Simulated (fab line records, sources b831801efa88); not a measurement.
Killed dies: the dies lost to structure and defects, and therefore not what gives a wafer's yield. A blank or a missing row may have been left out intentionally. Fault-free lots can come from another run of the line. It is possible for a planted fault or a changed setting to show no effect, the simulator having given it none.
Comparing a struck lot with a sound one | flow sky130 | 30 out of 708 route steps
Sound: the wafers L382.2, L382.5, L382.6. Wafers L392.2, L392.4, L392.6 were the ones struck. The cause is given at the end.
Per side, at each step with rows, come the tool, then ch with its chambers, and then its first start. Under that, the readings that differ: sound wafers | struck wafers | difference of the means | sigmas: that difference in standard deviations of wafers without a fault.
alike: same words and numbers on both sides, and readings whose means sit less than 2 such deviations apart. not compared: any withheld reading, any reading some wafer has no value for, any bound like >300 that may hide the same value, and any number with overlapping values for which the record gives no deviation.
The two part at a step that has a row with sigmas, a row that says differs or no value, or rows on one side only. When numbers do not overlap yet have no deviation, they are printed without sigmas and do not part them. Lack of a reading on every wafer of one side parts them only where that side has two or more wafers.

SKY_PWDE_OVL_MEAS_07:
  sound on overlay-02, day 4 11:14; struck on overlay-02, day 7 06:26
  alike: PWDE_OVL
next, for these wafers, 1 step has no rows: SKY_PWDE_IMPLANT_08.
SKY_PWDE_STRIP_09: strips in O2/N2.
  sound on plasma-asher-02 ch 0,1, day 4 11:25; struck on plasma-asher-02 ch 0, day 7 06:37
  alike: drypump-motor-current-A, n2-flow-sccm, o2-flow-sccm, oes-product-au, strip-time-to-endpoint-s
  not compared: rf-hours-counter-h
SKY_PWDE_TW_MEAS_10:
  sound on film-metro-04, day 4 11:32; struck on film-metro-01, day 7 06:44
  alike: PWDE_TW
then, 7 steps without rows for these wafers: SKY_NWELL_DEHYDRATE_03 (time 60 s); SKY_NWELL_HMDS_04 (prime time 60 s); SKY_NWELL_COAT_05 (resist thk 3000 nm); SKY_NWELL_SOFTBAKE_06; SKY_NWELL_EXPOSE_07 (exposes mask NWM, target cd 840 nm); SKY_NWELL_PEB_08; SKY_NWELL_DEVELOP_09 (develop time 60 s).
SKY_NWELL_OVL_MEAS_10:
  sound on overlay-01, day 5 04:29; struck on overlay-01, day 8 01:41
  alike: NWELL_00_OVL
SKY_NWELL_IMPLANT_11:
  sound on implanter-01 ch 0, day 5 04:33; struck on implanter-01 ch 0, day 8 01:45
  reading            | sound                            | struck                           | difference  | sigmas
  dose-ions-cm2      | 1.9012e+13 1.9005e+13 1.8996e+13 | 1.1689e+13 1.1715e+13 1.1737e+13 | -7.2907e+12 | -99 or more
  faraday-current-uA | 111.2 108.5 104.5                | 67.3 69.2 67.6                   | -40.0       | -18
  alike: beam-on-s, end-station-pressure-torr
then, 2 steps without rows for these wafers: SKY_NWELL_IMPLANT_12; SKY_NWELL_IMPLANT_13.
SKY_NWELL_STRIP_14: strips in O2/N2.
  sound on plasma-asher-01 ch 0,1, day 5 04:58; struck on plasma-asher-01 ch 0,1, day 8 02:10
  alike: drypump-motor-current-A, n2-flow-sccm, o2-flow-sccm, oes-product-au, strip-time-to-endpoint-s
  not compared: rf-hours-counter-h
SKY_NWELL_TW_MEAS_15:
  sound on film-metro-04, day 5 05:05; struck on film-metro-02, day 8 02:34
  reading  | sound          | struck         | difference | sigmas
  NWELL_TW | 1799 1797 1806 | 1556 1545 1558 | -248       | -21
  not compared: hold
then, 6 steps without rows for these wafers: SKY_NWELL_HMDS_17 (prime time 60 s); SKY_NWELL_COAT_18 (resist thk 3000 nm); SKY_NWELL_SOFTBAKE_19; SKY_NWELL_EXPOSE_20 (exposes mask NWM COMPLEMENT, target cd 840 nm); SKY_NWELL_PEB_21; SKY_NWELL_DEVELOP_22 (develop time 60 s).
SKY_NWELL_OVL_MEAS_23:
  sound on overlay-02, day 5 22:02; struck on overlay-02, day 8 21:42
  alike: NWELL_01_OVL
next, for these wafers, 1 step has no rows: SKY_NWELL_IMPLANT_24.
SKY_NWELL_STRIP_25: strips in O2/N2.
  sound on plasma-asher-01 ch 0,1, day 5 22:13; struck on plasma-asher-02 ch 0,1, day 8 21:53
  alike: drypump-motor-current-A, n2-flow-sccm, o2-flow-sccm, oes-product-au, strip-time-to-endpoint-s
  not compared: rf-hours-counter-h
SKY_NWELL_TW_MEAS_26:
  sound on film-metro-04, day 5 22:19; struck on film-metro-01, day 8 21:59
  alike: NWELL_2_TW
then, 1 step without rows for these wafers: SKY_NWELL_CLEAN_27 (cleans in SC1/SC2, time 150 s).
SKY_NWELL_RTA_28: time 30 s.
  sound on rtp-anneal-01 ch 0, day 5 22:26; struck on rtp-anneal-01 ch 0, day 8 22:10
  alike: anneal-temp-c-max, lamp-power-pct, wafer_temp_C_max
SKY_NWELL_RS_MEAS_29: measurement is done with a four-point probe.
  sound on film-metro-01, day 5 22:32; struck on film-metro-02, day 8 22:37
  reading           | sound             | struck            | difference | sigmas
  NWELL_RS (ohm/sq) | 624.4 626.8 624.9 | 806.7 810.9 810.5 | +184.0     | +97
  not compared: hold

WHERE THEY PART
Last at SKY_NWELL_RS_MEAS_29 as far as this record goes, first at SKY_NWELL_IMPLANT_11.

WHY: whatever the simulator had introduced
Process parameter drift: implanter-01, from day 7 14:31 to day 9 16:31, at SKY_NWELL_IMPLANT_11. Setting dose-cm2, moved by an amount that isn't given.
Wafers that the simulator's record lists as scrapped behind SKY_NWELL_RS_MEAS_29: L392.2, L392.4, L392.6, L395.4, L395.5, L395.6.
